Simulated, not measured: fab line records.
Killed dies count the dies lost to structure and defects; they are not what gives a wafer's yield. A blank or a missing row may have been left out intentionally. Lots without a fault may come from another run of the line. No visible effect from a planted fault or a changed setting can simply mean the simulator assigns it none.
fab line records -- flow sky130
record lots=15, wafers=45, last-day=50
route steps=708 shown POLY_CUT@319 SD_N@351 RES_XHIGH@360
lots that met no fault: taken from a fault-free run of the same line
start-h: hours from the record's first day to the start of the lot's first wafer shown -- wait-h: hours since the lot's step before -- " as in the row above -- L1.1+2: several wafers, shown together as one row -- - either no value or no given start -- * or withheld: withheld -- < > ~ a bound
route shown NAME@n: names a module that has steps shown in the file, with the first one's number in the route -- usual: mean and standard deviation over wafers with no fault -- same: alike in all rows -- chamber/n: place in a boat -- sites: readings site by site -- _std_site: standard deviation across them -- _edge_site: outer sites' mean less inner sites' -- radius-mm: for every site, how far away it sits from the centre of the wafer -- mask NAME#n: copy n -- behind: the last tool/chamber to shape the wafer -- hold: cause of the lot's hold/its duration in hours/its outcome -- device: transistor that didn't switch, given as n, p or np -- end of line: tests of these same wafers at the route's end -- a step given without rows: its recipe and nothing more -- killed: not the wafer's yield, but the dies lost to structure and defects at the first sort -- map: a wafer's dies, marking killed ones x, the rest . and places with no die _
set.NAME: the setting as run; set.NAME@STEP: as run at that earlier step -- model.NAME: the simulator's own value behind a step, which no gauge read
a sample of lots followed through the steps of the route, with each step as a table and each wafer as a row
services: from which hour (start-h, from the record's first day; less than 0 if before it) a tool's chamber was out of use, for how many hours, and why
## steps
# step SKY_POLY_CUT_STRIP_12
# recipe chemistry=O2/N2, power-w=1400, pressure-mtorr=1500, platen-temp-c=withheld, o2-flow-sccm=3000, n2-flow-sccm=300, overash-fraction=0.5
# usual chamber-pressure-mTorr=1500.0/1.5, drypump-motor-current-A=5.7/0.44, oes-product-au=0.452/0.0039, strip-time-to-endpoint-s=5.359/0.014
lot.wafer,tool,chamber,start-h,wait-h,chamber-pressure-mTorr,drypump-motor-current-A,oes-product-au,rf-hours-counter-h,strip-time-to-endpoint-s
L417.1,plasma-asher-04,0,555.56,0.0,1499.0,6.2,0.451,42,5.330
L417.2,plasma-asher-04,1,555.56,0.0,1499.7,5.0,0.450,42,5.353
L417.5,plasma-asher-04,1,555.56,0.0,1500.0,5.0,0.452,-,5.338
L418.2,plasma-asher-02,1,567.05,0.0,1497.5,5.9,0.448,13,5.377
L418.3,plasma-asher-02,0,567.05,0.0,1499.1,5.8,0.448,-,5.376
L418.6,plasma-asher-02,0,567.05,0.0,1500.3,5.8,0.452,-,5.370
L419.1,plasma-asher-02,0,572.06,0.0,1501.7,5.8,0.447,14,5.363
L419.5,plasma-asher-02,0,572.06,0.0,1500.6,5.8,0.450,-,5.350
L419.6,plasma-asher-02,1,572.06,0.0,1499.8,5.9,0.458,-,5.368
L420.1,plasma-asher-01,1,575.41,0.0,1501.6,5.9,0.449,89,5.355
L420.2,plasma-asher-01,0,575.41,0.0,1500.5,5.3,0.458,89,5.363
L420.5,plasma-asher-01,0,575.41,0.0,1498.8,5.3,0.450,-,5.365
L421.4,plasma-asher-04,0,608.10,0.1,1497.7,6.2,0.446,-,5.340
L421.5,plasma-asher-04,1,608.10,0.1,1504.0,5.0,0.452,-,5.340
L421.6,plasma-asher-04,0,608.10,0.1,1500.4,6.2,0.450,-,5.370
L423.1,plasma-asher-04,1,628.28,0.0,1499.5,5.0,0.455,49,5.342
L423.3,plasma-asher-04,0,628.28,0.0,1499.5,6.2,0.451,-,5.357
L423.5,plasma-asher-04,0,628.28,0.0,1501.9,6.2,0.451,-,5.349
L428.1,plasma-asher-01,1,658.96,0.0,1503.4,5.9,0.447,98,5.344
L428.2,plasma-asher-01,0,658.96,0.0,1500.5,5.3,0.448,98,5.348
L428.3,plasma-asher-01,1,658.96,0.0,1497.7,5.9,0.455,-,5.382
L429.1,plasma-asher-01,1,669.71,0.0,1498.6,6.0,0.460,99,5.371
L429.3,plasma-asher-01,0,669.71,0.0,1500.5,5.3,0.454,-,5.377
L429.5,plasma-asher-01,1,669.71,0.0,1499.6,5.9,0.450,-,5.382
L430.1,plasma-asher-02,0,677.46,0.0,1499.8,5.7,0.459,23,5.347
L430.3,plasma-asher-02,1,677.46,0.0,1498.1,5.9,0.447,-,5.366
L430.5,plasma-asher-02,1,677.46,0.0,1499.8,5.9,0.445,-,5.348
L432.1,plasma-asher-01,1,687.53,0.0,1499.1,6.0,0.448,101,5.365
L432.5,plasma-asher-01,0,687.53,0.0,1499.6,5.3,0.454,-,5.381
L432.6,plasma-asher-01,1,687.53,0.0,1501.0,5.9,0.454,-,5.370
L433.1,plasma-asher-01,0,701.38,0.0,1501.0,5.3,0.452,102,5.373
L433.2,plasma-asher-01,1,701.38,0.0,1500.6,5.9,0.455,102,5.355
L433.4,plasma-asher-01,0,701.38,0.0,1498.6,5.3,0.452,-,5.359
L435.2,plasma-asher-04,0,711.73,0.0,1497.7,6.2,0.459,57,5.368
L435.3,plasma-asher-04,0,711.73,0.0,1497.6,6.2,0.446,-,5.366
L435.4,plasma-asher-04,1,711.73,0.0,1500.4,5.0,0.445,-,5.355
L436.3,plasma-asher-02,1,718.11,0.1,1500.2,5.9,0.451,-,5.364
L436.4,plasma-asher-02,0,718.11,0.1,1500.6,5.8,0.456,-,5.380
L436.5,plasma-asher-02,1,718.11,0.1,1501.3,5.9,0.451,-,5.367
L438.1,plasma-asher-01,1,730.98,0.0,1500.6,5.9,0.452,105,5.369
L438.4,plasma-asher-01,0,730.98,0.0,1502.1,5.3,0.460,-,5.360
L438.5,plasma-asher-01,0,730.98,0.0,1499.3,5.3,0.450,-,5.380
L440.3,plasma-asher-04,1,743.90,0.1,1502.5,5.0,0.453,-,5.363
L440.4,plasma-asher-04,0,743.90,0.1,1498.3,6.2,0.456,-,5.357
L440.6,plasma-asher-04,1,743.90,0.1,1499.8,5.0,0.444,-,5.357
# step SKY_SD_N_IMPLANT_09
# recipe species=As, energy-kev=50, dose-cm2=4e+15, tilt-deg=0
# usual beam-energy-keV=50.002/0.014, beam-on-s=20.3/2.2, tilt-deg=-0.003/0.019
lot.wafer,tool,chamber,start-h,wait-h,beam-energy-keV,beam-on-s,tilt-deg
L417.1,implanter-02,0,644.02,0.0,50.025,18.9,-0.002
L417.2,implanter-02,0,644.02,0.0,50.028,19.3,-0.022
L417.5,implanter-02,0,644.02,0.0,50.000,19.3,-0.014
L418.2,implanter-01,0,653.66,0.0,50.003,18.3,-0.023
L418.3,implanter-01,0,653.66,0.0,49.998,18.2,-0.001
L418.6,implanter-01,0,653.66,0.0,49.989,17.8,-0.024
L419.1,implanter-02,0,659.67,0.0,50.001,19.4,0.018
L419.5,implanter-02,0,659.67,0.0,49.985,20.0,0.003
L419.6,implanter-02,0,659.67,0.0,50.020,18.8,-0.003
L420.1,implanter-04,0,663.52,0.0,49.999,23.1,0.011
L420.2,implanter-04,0,663.52,0.0,50.002,23.1,0.010
L420.5,implanter-04,0,663.52,0.0,49.993,22.8,-0.005
L421.4,implanter-02,0,693.67,0.1,50.001,19.2,-0.014
L421.5,implanter-02,0,693.67,0.1,50.010,19.3,-0.019
L421.6,implanter-02,0,693.67,0.1,50.006,18.7,-0.036
L423.1,implanter-02,0,712.59,0.0,49.981,19.2,0.003
L423.3,implanter-02,0,712.59,0.0,49.994,19.0,-0.019
L423.5,implanter-02,0,712.59,0.0,50.006,18.5,0.027
L428.1,implanter-02,-,740.82,0.0,-,-,-
L428.2,implanter-02,-,740.82,0.0,-,-,-
L428.3,implanter-02,-,740.82,0.0,-,-,-
L429.1,implanter-04,-,751.97,0.0,-,-,-
L429.3,implanter-04,-,751.97,0.0,-,-,-
L429.5,implanter-04,-,751.97,0.0,-,-,-
L430.1,implanter-02,-,761.29,0.0,-,-,-
L430.3,implanter-02,-,761.29,0.0,-,-,-
L430.5,implanter-02,-,761.29,0.0,-,-,-
L432.1,implanter-04,0,769.08,0.0,50.000,23.6,-0.005
L432.5,implanter-04,0,769.08,0.0,49.997,23.6,0.014
L432.6,implanter-04,0,769.08,0.0,50.013,22.7,-0.009
L433.1,implanter-02,0,782.27,0.0,50.020,19.2,-0.027
L433.2,implanter-02,0,782.27,0.0,49.996,18.8,-0.043
L433.4,implanter-02,0,782.27,0.0,50.031,18.8,-0.006
L435.2,implanter-04,0,792.94,0.0,49.994,22.8,0.004
L435.3,implanter-04,0,792.94,0.0,50.000,23.7,-0.008
L435.4,implanter-04,0,792.94,0.0,49.998,22.8,-0.015
L436.3,implanter-04,0,798.23,0.1,50.001,23.9,-0.019
L436.4,implanter-04,0,798.23,0.1,49.997,23.0,0.033
L436.5,implanter-04,0,798.23,0.1,49.970,24.2,-0.009
L438.1,implanter-01,0,811.37,0.0,50.022,18.1,0.052
L438.4,implanter-01,0,811.37,0.0,50.023,18.3,0.023
L438.5,implanter-01,0,811.37,0.0,50.012,18.6,0.007
L440.3,implanter-01,0,823.58,0.1,50.009,18.2,0.009
L440.4,implanter-01,0,823.58,0.1,50.008,17.5,0.027
L440.6,implanter-01,0,823.58,0.1,49.981,17.4,0.004
# step SKY_SD_N_STRIP_11
# recipe chemistry=O2/N2, power-w=1400, pressure-mtorr=1500, platen-temp-c=withheld, o2-flow-sccm=3000, n2-flow-sccm=300, overash-fraction=0.5
# usual chamber-pressure-mTorr=1499.9/1.3, drypump-motor-current-A=5.6/0.53, oes-product-au=0.528/0.0047, strip-time-to-endpoint-s=22.56/0.039
lot.wafer,tool,chamber,start-h,wait-h,chamber-pressure-mTorr,drypump-motor-current-A,oes-product-au,rf-hours-counter-h,strip-time-to-endpoint-s
L417.1,plasma-asher-03,1,644.32,0.1,1497.4,6.1,0.520,83,22.57
L417.2,plasma-asher-03,0,644.32,0.1,1497.8,4.8,0.532,83,22.61
L417.5,plasma-asher-03,1,644.32,0.1,1500.2,6.1,0.530,-,22.57
L418.2,plasma-asher-04,1,653.93,0.1,1499.9,5.0,0.534,52,22.50
L418.3,plasma-asher-04,0,653.93,0.1,1500.0,6.2,0.533,-,22.51
L418.6,plasma-asher-04,0,653.93,0.1,1501.0,6.2,0.536,-,22.53
L419.1,plasma-asher-01,1,659.97,0.1,1500.9,5.9,0.526,98,22.59
L419.5,plasma-asher-01,0,659.97,0.1,1498.4,5.3,0.531,-,22.56
L419.6,plasma-asher-01,1,659.97,0.1,1499.7,5.9,0.537,-,22.54
L420.1,plasma-asher-01,1,663.82,0.1,1500.1,6.0,0.529,98,22.60
L420.2,plasma-asher-01,0,663.82,0.1,1500.2,5.4,0.528,98,22.61
L420.5,plasma-asher-01,0,663.82,0.1,1498.2,5.3,0.523,-,22.61
L421.4,plasma-asher-01,0,693.93,0.1,1500.4,5.3,0.520,-,22.55
L421.5,plasma-asher-01,0,693.93,0.1,1501.7,5.3,0.535,-,22.53
L421.6,plasma-asher-01,1,693.93,0.1,1501.9,5.9,0.521,-,22.63
L423.1,plasma-asher-01,0,712.89,0.1,1501.2,5.3,0.527,103,22.49
L423.3,plasma-asher-01,0,712.89,0.1,1501.2,5.3,0.530,-,22.52
L423.5,plasma-asher-01,0,712.89,0.1,1501.2,5.3,0.529,-,22.55
L428.1,plasma-asher-04,0,741.12,0.1,1498.2,6.2,0.708,61,14.18
L428.2,plasma-asher-04,1,741.12,0.1,1498.6,5.0,0.716,61,14.17
L428.3,plasma-asher-04,0,741.12,0.1,1501.4,6.2,0.714,-,14.18
L429.1,plasma-asher-03,1,752.27,0.1,1499.0,6.1,0.726,93,14.09
L429.3,plasma-asher-03,1,752.27,0.1,1500.0,6.1,0.717,-,14.11
L429.5,plasma-asher-03,1,752.27,0.1,1501.2,6.1,0.714,-,14.16
L430.1,plasma-asher-04,0,761.59,0.1,1499.0,6.2,0.723,63,14.19
L430.3,plasma-asher-04,0,761.59,0.1,1500.2,6.2,0.723,-,14.23
L430.5,plasma-asher-04,0,761.59,0.1,1497.7,6.2,0.710,-,14.18
L432.1,plasma-asher-03,0,769.38,0.1,1501.0,4.9,0.524,95,22.62
L432.5,plasma-asher-03,1,769.38,0.1,1500.2,6.1,0.529,-,22.64
L432.6,plasma-asher-03,0,769.38,0.1,1499.2,4.8,0.533,-,22.59
L433.1,plasma-asher-04,0,782.57,0.1,1501.0,6.2,0.530,65,22.56
L433.2,plasma-asher-04,1,782.57,0.1,1498.0,5.0,0.521,65,22.60
L433.4,plasma-asher-04,1,782.57,0.1,1499.3,5.0,0.531,-,22.63
L435.2,plasma-asher-01,1,793.22,0.1,1498.8,6.0,0.524,5,22.54
L435.3,plasma-asher-01,1,793.22,0.1,1500.8,5.9,0.525,-,22.53
L435.4,plasma-asher-01,0,793.22,0.1,1500.1,5.3,0.529,-,22.54
L436.3,plasma-asher-04,0,798.51,0.1,1498.0,6.2,0.528,-,22.56
L436.4,plasma-asher-04,1,798.51,0.1,1500.1,5.0,0.526,-,22.59
L436.5,plasma-asher-04,1,798.51,0.1,1499.8,5.0,0.533,-,22.58
L438.1,plasma-asher-04,0,811.67,0.1,1499.9,6.2,0.534,68,22.53
L438.4,plasma-asher-04,0,811.67,0.1,1501.5,6.2,0.532,-,22.58
L438.5,plasma-asher-04,1,811.67,0.1,1500.8,5.0,0.530,-,22.54
L440.3,plasma-asher-01,1,823.86,0.1,1499.5,5.9,0.524,-,22.55
L440.4,plasma-asher-01,0,823.86,0.1,1500.7,5.3,0.531,-,22.53
L440.6,plasma-asher-01,1,823.86,0.1,1499.0,5.9,0.527,-,22.53
# step SKY_SD_N_TW_MEAS_12
# usual SD_N_TW=3974/18
lot.wafer,tool,chamber,start-h,wait-h,SD_N_TW
L417.1,film-metro-01,-,644.42,0.1,3980
L417.2,film-metro-01,-,644.42,0.1,3983
L417.5,film-metro-01,-,644.42,0.1,3977
L418.2,film-metro-04,-,654.04,0.1,3965
L418.3,film-metro-04,-,654.04,0.1,3981
L418.6,film-metro-04,-,654.04,0.1,3994
L419.1,film-metro-02,-,660.07,0.1,3973
L419.5,film-metro-02,-,660.07,0.1,3961
L419.6,film-metro-02,-,660.07,0.1,3969
L420.1,film-metro-04,-,663.92,0.1,3994
L420.2,film-metro-04,-,663.92,0.1,3988
L420.5,film-metro-04,-,663.92,0.1,3984
L421.4,film-metro-01,-,694.02,0.1,3962
L421.5,film-metro-01,-,694.02,0.1,3969
L421.6,film-metro-01,-,694.02,0.1,3939
L423.1,film-metro-01,-,712.99,0.1,3986
L423.3,film-metro-01,-,712.99,0.1,4002
L423.5,film-metro-01,-,712.99,0.1,4011
L428.1,film-metro-04,-,741.22,0.1,1391
L428.2,film-metro-04,-,741.22,0.1,1399
L428.3,film-metro-04,-,741.22,0.1,1394
L429.1,film-metro-02,-,752.37,0.1,1377
L429.3,film-metro-02,-,752.37,0.1,1381
L429.5,film-metro-02,-,752.37,0.1,1386
L430.1,film-metro-01,-,761.69,0.1,1395
L430.3,film-metro-01,-,761.69,0.1,1396
L430.5,film-metro-01,-,761.69,0.1,1398
L432.1,film-metro-02,-,769.48,0.1,3965
L432.5,film-metro-02,-,769.48,0.1,3971
L432.6,film-metro-02,-,769.48,0.1,3959
L433.1,film-metro-04,-,782.67,0.1,3973
L433.2,film-metro-04,-,782.67,0.1,4009
L433.4,film-metro-04,-,782.67,0.1,3978
L435.2,film-metro-02,-,793.33,0.1,3939
L435.3,film-metro-02,-,793.33,0.1,3948
L435.4,film-metro-02,-,793.33,0.1,3949
L436.3,film-metro-01,-,798.60,0.1,3950
L436.4,film-metro-01,-,798.60,0.1,3973
L436.5,film-metro-01,-,798.60,0.1,3965
L438.1,film-metro-02,-,811.77,0.1,3978
L438.4,film-metro-02,-,811.77,0.1,3995
L438.5,film-metro-02,-,811.77,0.1,3994
L440.3,film-metro-04,-,823.95,0.1,3974
L440.4,film-metro-04,-,823.95,0.1,3995
L440.6,film-metro-04,-,823.95,0.1,3974
# step SKY_SD_N_RTA_14
# recipe temp-c=1075, time-s=2, idle-temp-c=650, ramp-up-c-per-s=150, ramp-down-c-per-s=90, ambient=N2
# usual lamp-power-pct=15.74/0.051, wafer_temp_C_max=1077.9/1.3
lot.wafer,tool,chamber,start-h,wait-h,lamp-power-pct,wafer_temp_C_max
L417.1,rtp-anneal-02,0,644.54,0.0,15.70,1078.6
L417.2,rtp-anneal-02,0,644.54,0.0,15.69,1076.8
L417.5,rtp-anneal-02,0,644.54,0.0,15.63,1075.9
L418.2,rtp-anneal-01,0,654.15,0.0,15.74,1076.6
L418.3,rtp-anneal-01,0,654.15,0.0,15.70,1079.1
L418.6,rtp-anneal-01,0,654.15,0.0,15.74,1077.3
L419.1,rtp-anneal-02,0,660.18,0.0,15.74,1078.9
L419.5,rtp-anneal-02,0,660.18,0.0,15.76,1078.1
L419.6,rtp-anneal-02,0,660.18,0.0,15.64,1075.7
L420.1,rtp-anneal-01,0,664.03,0.0,15.74,1078.4
L420.2,rtp-anneal-01,0,664.03,0.0,15.76,1078.2
L420.5,rtp-anneal-01,0,664.03,0.0,15.75,1080.1
L421.4,rtp-anneal-02,0,694.14,0.0,15.73,1077.3
L421.5,rtp-anneal-02,0,694.14,0.0,15.72,1080.4
L421.6,rtp-anneal-02,0,694.14,0.0,15.74,1079.8
L423.1,rtp-anneal-01,0,713.10,0.0,15.69,1078.4
L423.3,rtp-anneal-01,0,713.10,0.0,15.71,1077.4
L423.5,rtp-anneal-01,0,713.10,0.0,15.73,1076.5
L428.1,rtp-anneal-01,0,741.33,0.0,15.75,1077.7
L428.2,rtp-anneal-01,0,741.33,0.0,15.69,1077.5
L428.3,rtp-anneal-01,0,741.33,0.0,15.70,1078.8
L429.1,rtp-anneal-02,0,752.48,0.0,15.69,1077.7
L429.3,rtp-anneal-02,0,752.48,0.0,15.62,1077.4
L429.5,rtp-anneal-02,0,752.48,0.0,15.66,1077.5
L430.1,rtp-anneal-01,0,761.81,0.0,15.75,1078.0
L430.3,rtp-anneal-01,0,761.81,0.0,15.60,1077.4
L430.5,rtp-anneal-01,0,761.81,0.0,15.78,1078.7
L432.1,rtp-anneal-01,0,769.59,0.0,15.76,1080.0
L432.5,rtp-anneal-01,0,769.59,0.0,15.69,1080.3
L432.6,rtp-anneal-01,0,769.59,0.0,15.71,1078.9
L433.1,rtp-anneal-02,0,782.78,0.0,15.77,1078.2
L433.2,rtp-anneal-02,0,782.78,0.0,15.72,1075.7
L433.4,rtp-anneal-02,0,782.78,0.0,15.86,1081.7
L435.2,rtp-anneal-02,0,793.44,0.0,15.78,1078.7
L435.3,rtp-anneal-02,0,793.44,0.0,15.73,1078.2
L435.4,rtp-anneal-02,0,793.44,0.0,15.68,1077.6
L436.3,rtp-anneal-01,0,798.71,0.0,15.82,1079.7
L436.4,rtp-anneal-01,0,798.71,0.0,15.72,1077.2
L436.5,rtp-anneal-01,0,798.71,0.0,15.80,1079.0
L438.1,rtp-anneal-01,0,811.88,0.0,15.75,1075.8
L438.4,rtp-anneal-01,0,811.88,0.0,15.74,1080.0
L438.5,rtp-anneal-01,0,811.88,0.0,15.82,1078.2
L440.3,rtp-anneal-01,0,824.06,0.0,15.75,1078.0
L440.4,rtp-anneal-01,0,824.06,0.0,15.67,1076.6
L440.6,rtp-anneal-01,0,824.06,0.0,15.70,1077.4
# step SKY_SD_N_RS_MEAS_16
# recipe thk-meas-gauge=four-point-probe
# usual SD_N_RS=68.55/0.12
lot.wafer,tool,chamber,start-h,wait-h,SD_N_RS[ohm/sq]
L417.1,film-metro-01,-,644.71,0.1,68.65
L417.2,film-metro-01,-,644.71,0.1,68.64
L417.5,film-metro-01,-,644.71,0.1,68.69
L418.2,film-metro-01,-,654.33,0.1,68.58
L418.3,film-metro-01,-,654.33,0.1,68.77
L418.6,film-metro-01,-,654.33,0.1,68.67
L419.1,film-metro-04,-,660.35,0.1,68.54
L419.5,film-metro-04,-,660.35,0.1,68.61
L419.6,film-metro-04,-,660.35,0.1,68.53
L420.1,film-metro-02,-,664.20,0.1,68.56
L420.2,film-metro-02,-,664.20,0.1,68.46
L420.5,film-metro-02,-,664.20,0.1,68.55
L421.4,film-metro-04,-,694.34,0.1,68.48
L421.5,film-metro-04,-,694.34,0.1,68.59
L421.6,film-metro-04,-,694.34,0.1,68.56
L423.1,film-metro-04,-,713.28,0.1,68.79
L423.3,film-metro-04,-,713.28,0.1,68.70
L423.5,film-metro-04,-,713.28,0.1,68.63
L428.1,film-metro-02,-,741.51,0.1,441.16
L428.2,film-metro-02,-,741.51,0.1,441.45
L428.3,film-metro-02,-,741.51,0.1,442.16
L429.1,film-metro-02,-,752.66,0.1,440.68
L429.3,film-metro-02,-,752.66,0.1,442.93
L429.5,film-metro-02,-,752.66,0.1,441.70
L430.1,film-metro-04,-,761.99,0.1,439.30
L430.3,film-metro-04,-,761.99,0.1,440.86
L430.5,film-metro-04,-,761.99,0.1,439.88
L432.1,film-metro-02,-,769.76,0.1,68.39
L432.5,film-metro-02,-,769.76,0.1,68.48
L432.6,film-metro-02,-,769.76,0.1,68.41
L433.1,film-metro-01,-,782.95,0.1,68.59
L433.2,film-metro-01,-,782.95,0.1,68.69
L433.4,film-metro-01,-,782.95,0.1,68.54
L435.2,film-metro-01,-,793.62,0.1,68.78
L435.3,film-metro-01,-,793.62,0.1,68.77
L435.4,film-metro-01,-,793.62,0.1,68.75
L436.3,film-metro-01,-,798.90,0.1,68.52
L436.4,film-metro-01,-,798.90,0.1,68.49
L436.5,film-metro-01,-,798.90,0.1,68.49
L438.1,film-metro-04,-,812.05,0.1,68.60
L438.4,film-metro-04,-,812.05,0.1,68.70
L438.5,film-metro-04,-,812.05,0.1,68.44
L440.3,film-metro-02,-,824.25,0.1,68.35
L440.4,film-metro-02,-,824.25,0.1,68.35
L440.6,film-metro-02,-,824.25,0.1,68.49
# step SKY_SD_N_RS_MEAS_18
# recipe thk-meas-gauge=four-point-probe
# usual RES_XHIGH_RS=333.7/1.1
lot.wafer,tool,chamber,start-h,wait-h,RES_XHIGH_RS[ohm/sq]
L417.1,film-metro-01,-,644.95,0.1,335.1
L417.2,film-metro-01,-,644.95,0.1,333.8
L417.5,film-metro-01,-,644.95,0.1,333.9
L418.2,film-metro-01,-,654.57,0.1,334.6
L418.3,film-metro-01,-,654.57,0.1,335.3
L418.6,film-metro-01,-,654.57,0.1,333.6
L419.1,film-metro-04,-,660.59,0.1,333.7
L419.5,film-metro-04,-,660.59,0.1,333.2
L419.6,film-metro-04,-,660.59,0.1,332.6
L420.1,film-metro-02,-,664.44,0.1,333.3
L420.2,film-metro-02,-,664.44,0.1,332.1
L420.5,film-metro-02,-,664.44,0.1,334.1
L421.4,film-metro-04,-,694.58,0.1,333.6
L421.5,film-metro-04,-,694.58,0.1,334.1
L421.6,film-metro-04,-,694.58,0.1,333.4
L423.1,film-metro-04,-,713.52,0.1,334.7
L423.3,film-metro-04,-,713.52,0.1,335.0
L423.5,film-metro-04,-,713.52,0.1,333.6
L432.1,film-metro-02,-,770.00,0.1,333.9
L432.5,film-metro-02,-,770.00,0.1,333.3
L432.6,film-metro-02,-,770.00,0.1,333.0
L433.1,film-metro-01,-,783.19,0.1,333.0
L433.2,film-metro-01,-,783.19,0.1,333.2
L433.4,film-metro-01,-,783.19,0.1,333.7
L435.2,film-metro-01,-,793.86,0.1,333.5
L435.3,film-metro-01,-,793.86,0.1,334.6
L435.4,film-metro-01,-,793.86,0.1,335.8
L436.3,film-metro-01,-,799.14,0.1,334.7
L436.4,film-metro-01,-,799.14,0.1,334.2
L436.5,film-metro-01,-,799.14,0.1,334.4
L438.1,film-metro-04,-,812.29,0.1,333.5
L438.4,film-metro-04,-,812.29,0.1,332.9
L438.5,film-metro-04,-,812.29,0.1,333.4
L440.3,film-metro-02,-,824.49,0.1,333.9
L440.4,film-metro-02,-,824.49,0.1,333.3
L440.6,film-metro-02,-,824.49,0.1,334.4
## services
tool,chamber,start-h,hours,kind
plasma-asher-04,-,535.30,12.7,repair
implanter-02,-,568.68,1.0,repair
implanter-04,-,592.75,2.4,repair
implanter-01,-,618.56,3.5,pm
implanter-02,-,623.79,3.9,repair
plasma-asher-03,-,624.63,2.8,pm
plasma-asher-02,-,625.56,10.3,pm
implanter-04,-,651.08,8.6,pm
plasma-asher-04,-,667.72,1.7,repair
implanter-04,-,683.55,4.2,pm
implanter-01,-,730.09,3.3,repair
plasma-asher-01,-,733.75,9.0,pm
plasma-asher-01,0,733.75,9.0,vent-cycle
plasma-asher-01,1,733.75,9.0,vent-cycle
plasma-asher-03,-,740.91,4.3,pm
plasma-asher-01,0,742.75,-,clean
plasma-asher-01,1,742.75,-,clean
plasma-asher-02,-,751.96,3.3,repair
implanter-02,-,754.97,3.0,repair
plasma-asher-03,-,790.82,15.6,pm
implanter-01,-,805.00,3.8,repair
## key
first-sign step=SKY_SD_N_IMPLANT_09, reading=tool-record, direction=missing
effect step=SKY_SD_N_STRIP_11, reading=strip-time-to-endpoint-s, direction=down, sigmas=99+, usual=*, struck=*
effect step=SKY_SD_N_TW_MEAS_12, reading=SD_N_TW, direction=down, sigmas=99+, usual=3974, struck=1391
effect step=SKY_SD_N_RS_MEAS_16, reading=SD_N_RS, direction=up, sigmas=99+, usual=68.55, struck=441.13
met-at SKY_SD_N_IMPLANT_09
struck-lots L428,L429,L430
later-rows-left-out L428.1,L428.2,L428.3,L429.1,L429.3,L429.5,L430.1,L430.3,L430.5
sort-left-out L428.1,L428.2,L428.3,L429.1,L429.3,L429.5,L430.1,L430.3,L430.5
tester-left-out L428,L429,L430
not-acting-at SKY_POLY_CUT_STRIP_12,SKY_SD_N_RTA_14,SKY_SD_N_RS_MEAS_18
onset-between 712.59 740.82
fault kind=skipped-step-whole, tool=implanter-02,implanter-04, chamber=-, onset-h=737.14, steps=SKY_SD_N_IMPLANT_09, scope=struck-lots-only
# tester-left-out: of these lots the tester's yield and bins aren't shown, on N5 and GAA mostly nor the transistor test; their killed dies are dies lost to structure and defects alone, not to doping, threshold or leakage, so they don't give the yield
# sort-left-out: the simulated sort isn't trusted on such a fault, so these wafers' sort isn't shown, and their yield isn't known
# later-rows-left-out: the simulator's readings of these wafers behind a module that went badly wrong aren't trusted and aren't shown, but for the sort
